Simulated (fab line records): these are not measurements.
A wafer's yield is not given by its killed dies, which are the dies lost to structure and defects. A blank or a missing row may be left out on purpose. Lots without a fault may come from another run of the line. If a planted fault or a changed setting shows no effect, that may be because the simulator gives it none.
Which of the tools did it? / flow sky130 / 24 lots with 72 wafers sampled at 4 steps, on a route of 708 steps

== WHAT THE GAUGES SHOWED, per wafer ==
SKY_LOCAL_INTERCONNECT_THK_MEAS_02: measures by xrf. Usual: for LOCAL_INTERCONNECT_TIN_THK the level is 100.9 nm and the standard deviation is 1.
lot=L074; measured=day 30 15:41; on=film_metro-04; LOCAL_INTERCONNECT_TIN_THK (nm)=100.3 98.0 101.2; flag=
lot=L075; measured=day 30 14:52; on=film_metro-04; LOCAL_INTERCONNECT_TIN_THK (nm)=99.5 100.1 100.4; flag=
lot=L076; measured=day 30 12:53; on=film_metro-04; LOCAL_INTERCONNECT_TIN_THK (nm)=99.7 101.4 100.3; flag=
lot=L077; measured=day 30 20:18; on=film_metro-04; LOCAL_INTERCONNECT_TIN_THK (nm)=101.7 100.0 100.8; flag=
lot=L078; measured=day 30 18:20; on=film_metro-04; LOCAL_INTERCONNECT_TIN_THK (nm)=101.1 99.8 100.7; flag=
lot=L079; measured=day 30 19:21; on=film_metro-04; LOCAL_INTERCONNECT_TIN_THK (nm)=99.8 99.3 100.0; flag=
lot=L080; measured=day 31 08:05; on=film_metro-04; LOCAL_INTERCONNECT_TIN_THK (nm)=100.2 102.5 100.4; flag=
lot=L081; measured=day 31 09:19; on=film_metro-02; LOCAL_INTERCONNECT_TIN_THK (nm)=99.7 100.6 99.7; flag=
lot=L082; measured=day 32 06:55; on=film_metro-03; LOCAL_INTERCONNECT_TIN_THK (nm)=100.0 102.2 101.8; flag=
lot=L083; measured=day 32 04:11; on=film_metro-02; LOCAL_INTERCONNECT_TIN_THK (nm)=99.7 100.6 99.8; flag=
lot=L084; measured=day 33 11:58; on=film_metro-02; LOCAL_INTERCONNECT_TIN_THK (nm)=101.6 102.0 101.9; flag=
lot=L085; measured=day 33 09:32; on=film_metro-02; LOCAL_INTERCONNECT_TIN_THK (nm)=100.3 100.7 100.8; flag=
lot=L086; measured=day 33 18:33; on=film_metro-03; LOCAL_INTERCONNECT_TIN_THK (nm)=100.5 100.4 100.2; flag=
lot=L087; measured=day 33 17:17; on=film_metro-03; LOCAL_INTERCONNECT_TIN_THK (nm)=101.7 102.5 101.6; flag=
lot=L088; measured=day 34 10:34; on=film_metro-03; LOCAL_INTERCONNECT_TIN_THK (nm)=102.1 100.7 101.3; flag=
lot=L089; measured=day 34 07:32; on=film_metro-02; LOCAL_INTERCONNECT_TIN_THK (nm)=101.2 100.7 100.5; flag=
lot=L090; measured=day 34 07:39; on=film_metro-03; LOCAL_INTERCONNECT_TIN_THK (nm)=100.5 101.0 99.6; flag=
lot=L091; measured=day 34 19:38; on=film_metro-04; LOCAL_INTERCONNECT_TIN_THK (nm)=100.9 100.3 102.4; flag=
lot=L092; measured=day 34 15:37; on=film_metro-04; LOCAL_INTERCONNECT_TIN_THK (nm)=100.1 100.4 100.3; flag=
lot=L093; measured=day 35 16:35; on=film_metro-02; LOCAL_INTERCONNECT_TIN_THK (nm)=103.8 101.8 102.4; flag=
lot=L094; measured=day 36 02:32; on=film_metro-02; LOCAL_INTERCONNECT_TIN_THK (nm)=100.9 99.2 99.3; flag=
lot=L095; measured=day 36 01:53; on=film_metro-02; LOCAL_INTERCONNECT_TIN_THK (nm)=101.0 101.9 100.9; flag=
lot=L096; measured=day 36 02:14; on=film_metro-02; LOCAL_INTERCONNECT_TIN_THK (nm)=102.5 101.5 101.2; flag=
lot=L097; measured=day 36 04:26; on=film_metro-03; LOCAL_INTERCONNECT_TIN_THK (nm)=101.0 101.7 101.6; flag=

SKY_CONTACT_CD_MEAS_14: target cd 170 nm. Usual: cd_nm 169.8 nm, standard deviation 1.4.
lot=L074; measured=day 32 23:29; on=cd_sem-01; cd_nm (nm)=172.9 171.8 173.7; flag=
lot=L075; measured=day 32 22:10; on=cd_sem-01; cd_nm (nm)=170.3 167.8 169.7; flag=
lot=L076; measured=day 32 21:29; on=cd_sem-02; cd_nm (nm)=170.0 170.8 168.6; flag=
lot=L077; measured=day 33 02:44; on=cd_sem-02; cd_nm (nm)=170.9 170.1 170.0; flag=
lot=L078; measured=day 33 01:36; on=cd_sem-01; cd_nm (nm)=168.5 166.7 167.1; flag=
lot=L079; measured=day 33 02:17; on=cd_sem-02; cd_nm (nm)=168.6 169.0 167.2; flag=
lot=L080; measured=day 33 15:26; on=cd_sem-01; cd_nm (nm)=169.3 170.7 170.5; flag=
lot=L081; measured=day 33 15:38; on=cd_sem-02; cd_nm (nm)=169.7 170.6 169.8; flag=
lot=L082; measured=day 34 13:17; on=cd_sem-02; cd_nm (nm)=167.9 170.6 169.8; flag=
lot=L083; measured=day 34 10:32; on=cd_sem-01; cd_nm (nm)=169.1 168.8 169.4; flag=
lot=L084; measured=day 35 19:05; on=cd_sem-01; cd_nm (nm)=171.6 169.9 171.9; flag=
lot=L085; measured=day 35 18:26; on=cd_sem-01; cd_nm (nm)=170.6 171.8 171.6; flag=
lot=L086; measured=day 35 21:56; on=cd_sem-01; cd_nm (nm)=169.7 170.3 169.1; flag=
lot=L087; measured=day 35 20:03; on=cd_sem-02; cd_nm (nm)=168.3 170.3 168.6; flag=
lot=L088; measured=day 36 21:20; on=cd_sem-01; cd_nm (nm)=168.2 170.0 169.3; flag=
lot=L089; measured=day 36 20:34; on=cd_sem-01; cd_nm (nm)=171.2 171.8 171.7; flag=
lot=L090; measured=day 36 20:40; on=cd_sem-02; cd_nm (nm)=170.5 170.3 170.1; flag=
lot=L091; measured=day 36 23:41; on=cd_sem-02; cd_nm (nm)=168.8 167.7 167.9; flag=
lot=L092; measured=day 36 22:41; on=cd_sem-01; cd_nm (nm)=166.9 167.2 167.7; flag=
lot=L093; measured=day 37 21:31; on=cd_sem-01; cd_nm (nm)=170.0 168.8 169.5; flag=
lot=L094; measured=day 38 06:54; on=cd_sem-02; cd_nm (nm)=170.5 171.6 169.9; flag=
lot=L095; measured=day 38 05:55; on=cd_sem-01; cd_nm (nm)=171.0 171.0 170.2; flag=
lot=L096; measured=day 38 06:34; on=cd_sem-02; cd_nm (nm)=171.7 172.0 170.0; flag=
lot=L097; measured=day 38 09:32; on=cd_sem-01; cd_nm (nm)=171.5 169.6 169.1; flag=

== WHAT TOOL EACH LOT RAN ON (gives the tool, then ch and the chambers of the sampled wafers, and finally the start) ==
lot=L074; SKY_FIELD_ISO_STRIP_16=plasma_asher-02 ch 1, day 2 05:17; SKY_LI_CONTACT_ETCH_15=rie_diel-03 ch 0,1, day 30 14:22
lot=L075; SKY_FIELD_ISO_STRIP_16=plasma_asher-03 ch 0,1, day 2 11:57; SKY_LI_CONTACT_ETCH_15=rie_diel-02 ch 0,1,2, day 30 13:34
lot=L076; SKY_FIELD_ISO_STRIP_16=plasma_asher-02 ch 0,1, day 2 17:39; SKY_LI_CONTACT_ETCH_15=rie_diel-04 ch 0,1,2, day 30 11:34
lot=L077; SKY_FIELD_ISO_STRIP_16=plasma_asher-03 ch 0,1, day 2 20:23; SKY_LI_CONTACT_ETCH_15=rie_diel-04 ch 1,2, day 30 18:58
lot=L078; SKY_FIELD_ISO_STRIP_16=plasma_asher-03 ch 0,1, day 3 04:32; SKY_LI_CONTACT_ETCH_15=rie_diel-04 ch 0,2, day 30 17:01
lot=L079; SKY_FIELD_ISO_STRIP_16=plasma_asher-02 ch 0, day 3 08:09; SKY_LI_CONTACT_ETCH_15=rie_diel-03 ch 1,3, day 30 18:01
lot=L080; SKY_FIELD_ISO_STRIP_16=plasma_asher-04 ch 0,1, day 3 14:35; SKY_LI_CONTACT_ETCH_15=rie_diel-03 ch 0,1,2, day 31 06:43
lot=L081; SKY_FIELD_ISO_STRIP_16=plasma_asher-02 ch 0,1, day 3 19:05; SKY_LI_CONTACT_ETCH_15=rie_diel-03 ch 1,2, day 31 08:01
lot=L082; SKY_FIELD_ISO_STRIP_16=plasma_asher-03 ch 0,1, day 3 22:51; SKY_LI_CONTACT_ETCH_15=rie_diel-04 ch 0,1, day 32 05:37
lot=L083; SKY_FIELD_ISO_STRIP_16=plasma_asher-03 ch 0,1, day 4 03:26; SKY_LI_CONTACT_ETCH_15=rie_diel-02 ch 1,3, day 32 02:52
lot=L084; SKY_FIELD_ISO_STRIP_16=plasma_asher-03 ch 0,1, day 4 10:48; SKY_LI_CONTACT_ETCH_15=rie_diel-04 ch 0,3, day 33 10:37
lot=L085; SKY_FIELD_ISO_STRIP_16=plasma_asher-02 ch 0,1, day 4 13:33; SKY_LI_CONTACT_ETCH_15=rie_diel-03 ch 0,2, day 33 08:13
lot=L086; SKY_FIELD_ISO_STRIP_16=plasma_asher-03 ch 0,1, day 4 19:56; SKY_LI_CONTACT_ETCH_15=rie_diel-02 ch 1,2,3, day 33 17:13
lot=L087; SKY_FIELD_ISO_STRIP_16=plasma_asher-04 ch 0,1, day 5 05:23; SKY_LI_CONTACT_ETCH_15=rie_diel-04 ch 0,3, day 33 15:58
lot=L088; SKY_FIELD_ISO_STRIP_16=plasma_asher-03 ch 0,1, day 5 08:59; SKY_LI_CONTACT_ETCH_15=rie_diel-04 ch 0,1,2, day 34 09:16
lot=L089; SKY_FIELD_ISO_STRIP_16=plasma_asher-03 ch 0,1, day 5 11:06; SKY_LI_CONTACT_ETCH_15=rie_diel-04 ch 0,1, day 34 06:13
lot=L090; SKY_FIELD_ISO_STRIP_16=plasma_asher-04 ch 0,1, day 5 18:23; SKY_LI_CONTACT_ETCH_15=rie_diel-03 ch 1,2, day 34 06:16
lot=L091; SKY_FIELD_ISO_STRIP_16=plasma_asher-04 ch 0,1, day 5 21:53; SKY_LI_CONTACT_ETCH_15=rie_diel-02 ch 0,1, day 34 18:19
lot=L092; SKY_FIELD_ISO_STRIP_16=plasma_asher-02 ch 0,1, day 6 04:51; SKY_LI_CONTACT_ETCH_15=rie_diel-03 ch 0,1,2, day 34 14:19
lot=L093; SKY_FIELD_ISO_STRIP_16=plasma_asher-02 ch 0, day 6 07:47; SKY_LI_CONTACT_ETCH_15=rie_diel-03 ch 1,2,3, day 35 15:16
lot=L094; SKY_FIELD_ISO_STRIP_16=plasma_asher-02 ch 0,1, day 6 14:15; SKY_LI_CONTACT_ETCH_15=rie_diel-02 ch 0,3, day 36 01:13
lot=L095; SKY_FIELD_ISO_STRIP_16=plasma_asher-02 ch 0,1, day 6 18:56; SKY_LI_CONTACT_ETCH_15=rie_diel-03 ch 1,2, day 36 00:34
lot=L096; SKY_FIELD_ISO_STRIP_16=plasma_asher-03 ch 0,1, day 6 23:46; SKY_LI_CONTACT_ETCH_15=rie_diel-03 ch 0,1,3, day 36 00:55
lot=L097; SKY_FIELD_ISO_STRIP_16=plasma_asher-02 ch 0,1, day 7 04:23; SKY_LI_CONTACT_ETCH_15=rie_diel-02 ch 0,1, day 36 03:07
- SKY_FIELD_ISO_STRIP_16: strips in O2/N2.
- SKY_LI_CONTACT_ETCH_15: etches PSG in C4F8/O2/Ar, stops on Si, target depth 600 nm.

== WHAT THE TOOLS THEMSELVES READ (means of the sampled wafers that have a number; where no wafer has one, the mark that the record gives instead) ==
SKY_FIELD_ISO_STRIP_16. Usual: drypump_motor_current_A 5.7 A, standard deviation 0.38; oes_product_au 0.378 a.u., standard deviation 0.0049; strip_time_to_endpoint_s 3.560 s, standard deviation 0.029.
lot=L074; tool=plasma_asher-02; drypump_motor_current_A (A)=6.2; oes_product_au (a.u.)=0.374; strip_time_to_endpoint_s (s)=3.530; flag=
lot=L075; tool=plasma_asher-03; drypump_motor_current_A (A)=5.5; oes_product_au (a.u.)=0.382; strip_time_to_endpoint_s (s)=3.540; flag=
lot=L076; tool=plasma_asher-02; drypump_motor_current_A (A)=5.6; oes_product_au (a.u.)=0.378; strip_time_to_endpoint_s (s)=3.577; flag=
lot=L077; tool=plasma_asher-03; drypump_motor_current_A (A)=5.8; oes_product_au (a.u.)=0.377; strip_time_to_endpoint_s (s)=3.569; flag=
lot=L078; tool=plasma_asher-03; drypump_motor_current_A (A)=5.5; oes_product_au (a.u.)=0.382; strip_time_to_endpoint_s (s)=3.545; flag=
lot=L079; tool=plasma_asher-02; drypump_motor_current_A (A)=5.3; oes_product_au (a.u.)=0.376; strip_time_to_endpoint_s (s)=3.577; flag=
lot=L080; tool=plasma_asher-04; drypump_motor_current_A (A)=5.7; oes_product_au (a.u.)=0.379; strip_time_to_endpoint_s (s)=3.595; flag=
lot=L081; tool=plasma_asher-02; drypump_motor_current_A (A)=5.6; oes_product_au (a.u.)=0.380; strip_time_to_endpoint_s (s)=3.602; flag=
lot=L082; tool=plasma_asher-03; drypump_motor_current_A (A)=5.5; oes_product_au (a.u.)=0.376; strip_time_to_endpoint_s (s)=3.560; flag=
lot=L083; tool=plasma_asher-03; drypump_motor_current_A (A)=5.5; oes_product_au (a.u.)=0.377; strip_time_to_endpoint_s (s)=3.562; flag=
lot=L084; tool=plasma_asher-03; drypump_motor_current_A (A)=5.6; oes_product_au (a.u.)=0.377; strip_time_to_endpoint_s (s)=3.551; flag=
lot=L085; tool=plasma_asher-02; drypump_motor_current_A (A)=5.9; oes_product_au (a.u.)=0.382; strip_time_to_endpoint_s (s)=3.574; flag=
lot=L086; tool=plasma_asher-03; drypump_motor_current_A (A)=5.8; oes_product_au (a.u.)=0.377; strip_time_to_endpoint_s (s)=3.549; flag=
lot=L087; tool=plasma_asher-04; drypump_motor_current_A (A)=5.7; oes_product_au (a.u.)=0.376; strip_time_to_endpoint_s (s)=3.568; flag=
lot=L088; tool=plasma_asher-03; drypump_motor_current_A (A)=5.5; oes_product_au (a.u.)=0.379; strip_time_to_endpoint_s (s)=3.560; flag=
lot=L089; tool=plasma_asher-03; drypump_motor_current_A (A)=5.8; oes_product_au (a.u.)=0.377; strip_time_to_endpoint_s (s)=3.530; flag=
lot=L090; tool=plasma_asher-04; drypump_motor_current_A (A)=5.9; oes_product_au (a.u.)=0.377; strip_time_to_endpoint_s (s)=3.541; flag=
lot=L091; tool=plasma_asher-04; drypump_motor_current_A (A)=5.9; oes_product_au (a.u.)=0.378; strip_time_to_endpoint_s (s)=3.555; flag=
lot=L092; tool=plasma_asher-02; drypump_motor_current_A (A)=5.9; oes_product_au (a.u.)=0.378; strip_time_to_endpoint_s (s)=3.560; flag=
lot=L093; tool=plasma_asher-02; drypump_motor_current_A (A)=5.3; oes_product_au (a.u.)=0.380; strip_time_to_endpoint_s (s)=3.531; flag=
lot=L094; tool=plasma_asher-02; drypump_motor_current_A (A)=5.9; oes_product_au (a.u.)=0.378; strip_time_to_endpoint_s (s)=3.556; flag=
lot=L095; tool=plasma_asher-02; drypump_motor_current_A (A)=5.6; oes_product_au (a.u.)=0.381; strip_time_to_endpoint_s (s)=3.562; flag=
lot=L096; tool=plasma_asher-03; drypump_motor_current_A (A)=5.8; oes_product_au (a.u.)=0.381; strip_time_to_endpoint_s (s)=3.554; flag=
lot=L097; tool=plasma_asher-02; drypump_motor_current_A (A)=5.9; oes_product_au (a.u.)=0.377; strip_time_to_endpoint_s (s)=3.556; flag=

SKY_LI_CONTACT_ETCH_15. Usual: oes_product_au 0.837 a.u., standard deviation 0.0046; rf_fwd_power_W 1492 W, standard deviation 4.8.
lot=L074; tool=rie_diel-03; oes_product_au (a.u.)=0.837; rf_fwd_power_W (W)=1490; flag=
lot=L075; tool=rie_diel-02; oes_product_au (a.u.)=0.838; rf_fwd_power_W (W)=1492; flag=
lot=L076; tool=rie_diel-04; oes_product_au (a.u.)=0.839; rf_fwd_power_W (W)=1494; flag=
lot=L077; tool=rie_diel-04; oes_product_au (a.u.)=0.837; rf_fwd_power_W (W)=1495; flag=
lot=L078; tool=rie_diel-04; oes_product_au (a.u.)=0.837; rf_fwd_power_W (W)=1496; flag=
lot=L079; tool=rie_diel-03; oes_product_au (a.u.)=0.839; rf_fwd_power_W (W)=1495; flag=
lot=L080; tool=rie_diel-03; oes_product_au (a.u.)=0.833; rf_fwd_power_W (W)=1492; flag=
lot=L081; tool=rie_diel-03; oes_product_au (a.u.)=0.836; rf_fwd_power_W (W)=1489; flag=
lot=L082; tool=rie_diel-04; oes_product_au (a.u.)=0.839; rf_fwd_power_W (W)=1498; flag=
lot=L083; tool=rie_diel-02; oes_product_au (a.u.)=0.839; rf_fwd_power_W (W)=1495; flag=
lot=L084; tool=rie_diel-04; oes_product_au (a.u.)=0.834; rf_fwd_power_W (W)=1497; flag=
lot=L085; tool=rie_diel-03; oes_product_au (a.u.)=0.843; rf_fwd_power_W (W)=1491; flag=
lot=L086; tool=rie_diel-02; oes_product_au (a.u.)=0.839; rf_fwd_power_W (W)=1490; flag=
lot=L087; tool=rie_diel-04; oes_product_au (a.u.)=0.839; rf_fwd_power_W (W)=1494; flag=
lot=L088; tool=rie_diel-04; oes_product_au (a.u.)=0.840; rf_fwd_power_W (W)=1495; flag=
lot=L089; tool=rie_diel-04; oes_product_au (a.u.)=0.838; rf_fwd_power_W (W)=1498; flag=
lot=L090; tool=rie_diel-03; oes_product_au (a.u.)=0.837; rf_fwd_power_W (W)=1489; flag=
lot=L091; tool=rie_diel-02; oes_product_au (a.u.)=0.837; rf_fwd_power_W (W)=1490; flag=
lot=L092; tool=rie_diel-03; oes_product_au (a.u.)=0.831; rf_fwd_power_W (W)=1486; flag=
lot=L093; tool=rie_diel-03; oes_product_au (a.u.)=0.835; rf_fwd_power_W (W)=1488; flag=
lot=L094; tool=rie_diel-02; oes_product_au (a.u.)=0.838; rf_fwd_power_W (W)=1492; flag=
lot=L095; tool=rie_diel-03; oes_product_au (a.u.)=0.837; rf_fwd_power_W (W)=1490; flag=
lot=L096; tool=rie_diel-03; oes_product_au (a.u.)=0.837; rf_fwd_power_W (W)=1494; flag=
lot=L097; tool=rie_diel-02; oes_product_au (a.u.)=0.838; rf_fwd_power_W (W)=1492; flag=

== THE ANSWER, worked out from the rows above alone ==
Rule: a lot is off if the mean of its wafers that have a number lies more than 3 standard deviations from the usual mean. A lot without any number at a reading at which 4 lots or more have one is off too. All remaining lots with rows at the step are treated as sound. The gauges are gone through in route order, then the tools' own readings, and for those a lot's mean is taken as printed above. At the first step where some lot is off, the reading lying furthest off is the one used; lots without a number count as furthest.
Nothing can be told from this: no lot is off at any reading shown.

== WHAT HAD BEEN PUT IN BY THE SIMULATOR ==
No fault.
